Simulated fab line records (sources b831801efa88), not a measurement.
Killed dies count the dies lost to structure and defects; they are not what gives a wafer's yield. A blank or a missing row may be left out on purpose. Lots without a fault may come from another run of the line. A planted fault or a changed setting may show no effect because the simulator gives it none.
Struck lot and sound lot, side by side -- flow sky130 -- 18 steps out of a route of 708
Sound: wafers L993.1, L993.3, L993.4. Struck: wafers L103.2, L103.4, L103.5. The cause comes at the end.
At each step with rows: each side's tool, then ch and its chambers, then its first start. Under that, the readings that differ: sound wafers -- struck wafers -- difference of the means -- sigmas: that difference in standard deviations of wafers without a fault.
alike: words and numbers the same on both sides, and readings whose means are apart by under 2 such deviations; not compared: readings that were withheld, readings missing a value for some wafer, numbers with overlapping values and no deviation given by the record, and bounds like >300 which may hide the same value.
A row with sigmas, a row that says differs or no value, or rows on one side alone: a step with any of these is where the two part. Non-overlapping numbers with no deviation appear without sigmas and do not part them. A reading missing from all wafers of one side parts the sides only when that side holds two or more wafers.

first, 4 steps without rows for these wafers: SKY_LDD_HVP_SOFTBAKE_03 (time 60 s); SKY_LDD_HVP_EXPOSE_04 (exposes mask HVPTM, target cd 700 nm); SKY_LDD_HVP_PEB_05; SKY_LDD_HVP_DEVELOP_06 (develop time 60 s).
SKY_LDD_HVP_OVL_MEAS_07:
  sound: overlay-01 at day 21 17:43; struck: overlay-02 at day 25 19:58
  alike: LDD_HVP_OVL
after that, 1 step had no rows for these wafers: SKY_LDD_HVP_IMPLANT_08.
SKY_LDD_HVP_STRIP_09: strips in O2/N2.
  sound on plasma asher-04 ch 0,1, day 21 17:54; struck on plasma asher-04 ch 1, day 25 20:09
  alike: drypump motor current A, oes product au, strip time to endpoint s
  not compared: rf hours counter h
SKY_LDD_HVP_TW_MEAS_10:
  sound: film metro-01 at day 21 18:00; struck: film metro-01 at day 25 20:16
  alike: LDD_HVP_TW
then, 4 steps without rows for these wafers: SKY_LDD_LDN_DEHYDRATE_00 (time 60 s); SKY_LDD_LDN_HMDS_01 (prime time 60 s); SKY_LDD_LDN_COAT_02 (resist thk 1140 nm); SKY_LDD_LDN_SOFTBAKE_03 (time 60 s).
SKY_LDD_LDN_EXPOSE_04: exposes mask LDNTM, target cd 700 nm.
  sound on iline stepper-02 ch 0, day 22 09:19; struck on iline stepper-02 ch 0, day 26 11:05
reading,sound,struck,difference,sigmas
model.LDD_LDN.overlay x nm (nm),-0.3337 -0.3337 -0.3337,112.1 112.1 112.1,+112.4,
  alike: mask, exposure dose mJ cm2
then, 2 steps without rows for these wafers: SKY_LDD_LDN_PEB_05; SKY_LDD_LDN_DEVELOP_06 (develop time 60 s).
SKY_LDD_LDN_OVL_MEAS_07:
  sound: overlay-01 at day 23 00:02; struck: overlay-02 at day 27 00:40
reading,sound,struck,difference,sigmas
LDD_LDN_OVL (nm),-0.8 -0.8 0.0,112.6 112.0 111.2,+112.5,+94
after that, 1 step had no rows for these wafers: SKY_LDD_LDN_IMPLANT_08.
-- a jump in the record: the struck wafers' starts before and after are 22 days apart (it breaks off in module LDD_LDN and resumes in module PAD_OPEN, where the first step shown is number 708 of the route) --
SKY_PAD_OPEN_PROBE_99:
  sound: prober-02 at day 46 02:33; struck: prober-02 at day 48 19:44
  alike: killed_at_M0_to_M3, killed_at_M4_up, killed at contacts, killed at front end, killed at other, killed dies, killed on rim, killed open, killed short

== WHERE THEY PART ==
Only at SKY_LDD_LDN_OVL_MEAS_07, within this record. Later steps at which nothing parts them and some readings are alike: SKY_PAD_OPEN_PROBE_99.

WHY: what the simulator had put in
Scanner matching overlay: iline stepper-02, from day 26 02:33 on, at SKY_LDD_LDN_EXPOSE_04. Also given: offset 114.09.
